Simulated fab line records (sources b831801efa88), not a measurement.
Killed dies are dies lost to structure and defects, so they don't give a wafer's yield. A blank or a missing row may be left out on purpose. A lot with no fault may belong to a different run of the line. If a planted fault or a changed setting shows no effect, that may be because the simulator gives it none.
One fault through the eyes of 2 desks + flow sky130 + each desk holds nothing but its own numbers, with what lay behind them at the end

== FROM THE METROLOGY DESK ==
Means of the sampled wafers that have a number, per lot and without regard to the tool the lot ran on: this is what the gauges read. The brackets show how far a lot's mean lies from the usual mean; more than 4 standard deviations puts the lot out of limits, marked OUT.
Columns: A = LI_CONTACT_W_RS at SKY_LI_CONTACT_RS_MEAS_22, usual 0.284 ohm/sq; B = cd-nm at SKY_CONTACT_CD_MEAS_14, usual 169.8 nm; C = METAL1_OVL at SKY_METAL1_OVL_MEAS_16, usual -1 nm
| lot  | first seen here | A     | B     | C  |
|------|-----------------|-------|-------|----|
| L946 | day 30 07:49    | 0.281 | 170.2 | 3  |
| L948 | day 30 08:49    | 0.289 | 169.3 | -5 |
| L949 | day 32 08:16    | 0.282 | 170.7 | 0  |
| L950 | day 32 10:13    | 0.287 | 170.3 | -0 |
| L955 | day 32 20:20    | 0.281 | 171.2 | 8  |
| L954 | day 32 21:20    | 0.287 | 169.8 | -5 |
| L956 | day 32 21:46    | 0.284 | 170.7 | -8 |
| L957 | day 32 22:46    | 0.285 | 170.1 | 2  |
| L964 | day 35 18:26    | 0.279 | 170.3 | 6  |
| L965 | day 35 18:49    | 0.281 | 170.7 | -6 |
| L966 | day 36 06:30    | 0.283 | 170.3 | 2  |
| L967 | day 36 12:10    | 0.281 | 170.7 | -9 |
| L968 | day 36 17:02    | 0.289 | 170.9 | -3 |
Finding of this desk: none of the 13 lots has anything out of limits.

== THE TOOL OWNER'S DESK: furnace-01 ==
The tool's own readings at SKY_GATE_OXIDE_OXIDATION_16 (stabilise 600 s, purge 300 s, target thk 3.57 nm): means of the sampled wafers that have a number, for each lot that ran on this tool. The brackets show how far a lot's mean lies from the usual mean; more than 4 standard deviations puts the lot out of limits, marked OUT. Of its 8 readings 7 are shown: the one that was out of limits first, and those that lie furthest out on some lot.
Columns: A = spike-tc-bottom-C at SKY_GATE_OXIDE_OXIDATION_16, usual 822 C; B = spike-tc-centre-C at SKY_GATE_OXIDE_OXIDATION_16, usual 799.6 C; C = spike-tc-lower-C at SKY_GATE_OXIDE_OXIDATION_16, usual 800.3 C; D = spike-tc-top-C at SKY_GATE_OXIDE_OXIDATION_16, usual 817.0 C; E = spike-tc-upper-C at SKY_GATE_OXIDE_OXIDATION_16, usual 799.4 C; F = tube-center-temp-C at SKY_GATE_OXIDE_OXIDATION_16, usual 800 C; G = tube_center_temp_C_max at SKY_GATE_OXIDE_OXIDATION_16, usual 802.1
| lot  | first seen here | A   | B                | C               | D                | E               | F                     | G               |
|------|-----------------|-----|------------------|-----------------|------------------|-----------------|-----------------------|-----------------|
| L950 | day 16 23:02    | 825 | 801.0            | 800.6           | 818.7            | 799.2           | 800                   | 802.2           |
| L954 | day 17 11:56    | 812 | 788.0 (-9.6) OUT | 787.2 (-14) OUT | 807.3            | 786.2 (-12) OUT | 787 (-99 or more) OUT | 789.3 (-38) OUT |
| L955 | day 17 11:56    | 813 | 787.8 (-9.8) OUT | 787.2 (-14) OUT | 806.5 (-4.2) OUT | 787.0 (-11) OUT | 787 (-99 or more) OUT | 789.5 (-37) OUT |
| L957 | day 17 23:16    | 813 | 787.0 (-11) OUT  | 788.4 (-13) OUT | 807.7            | 786.5 (-12) OUT | 787 (-99 or more) OUT | 789.3 (-38) OUT |
| L965 | day 21 02:54    | 826 | 800.5            | 800.0           | 818.0            | 799.0           | 800                   | 802.3           |
| L967 | day 21 19:51    | 826 | 801.1            | 800.0           | 818.3            | 799.2           | 800                   | 801.8           |
| L968 | day 22 00:33    | 826 | 799.7            | 800.2           | 819.3            | 799.7           | 800                   | 802.1           |
Finding of this desk: L954, L955, L957 out of limits; the first was L954 at day 17 11:56, on spike-tc-centre-C at SKY_GATE_OXIDE_OXIDATION_16. L950, L965, L967, L968 stayed within limits.

== ALL TOGETHER ==
The tool owner's desk had the chance to raise an alarm at day 17 11:56 on L954, L955, L957.
At the metrology desk, nothing out of limits was observed.
The metrology desk holds a record of L954, L955, L957, inside its limits.
Every lot named ran SKY_GATE_OXIDE_OXIDATION_16 on furnace-01.

== WHAT THE SIMULATOR PUT IN ==
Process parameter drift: furnace-01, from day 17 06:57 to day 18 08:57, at SKY_GATE_OXIDE_OXIDATION_16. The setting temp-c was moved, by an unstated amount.
Lots struck among those shown: L954, L955, L957.
Time in hours from fault onset to the first out-of-limits reading at each desk: the tool owner's desk, 5.
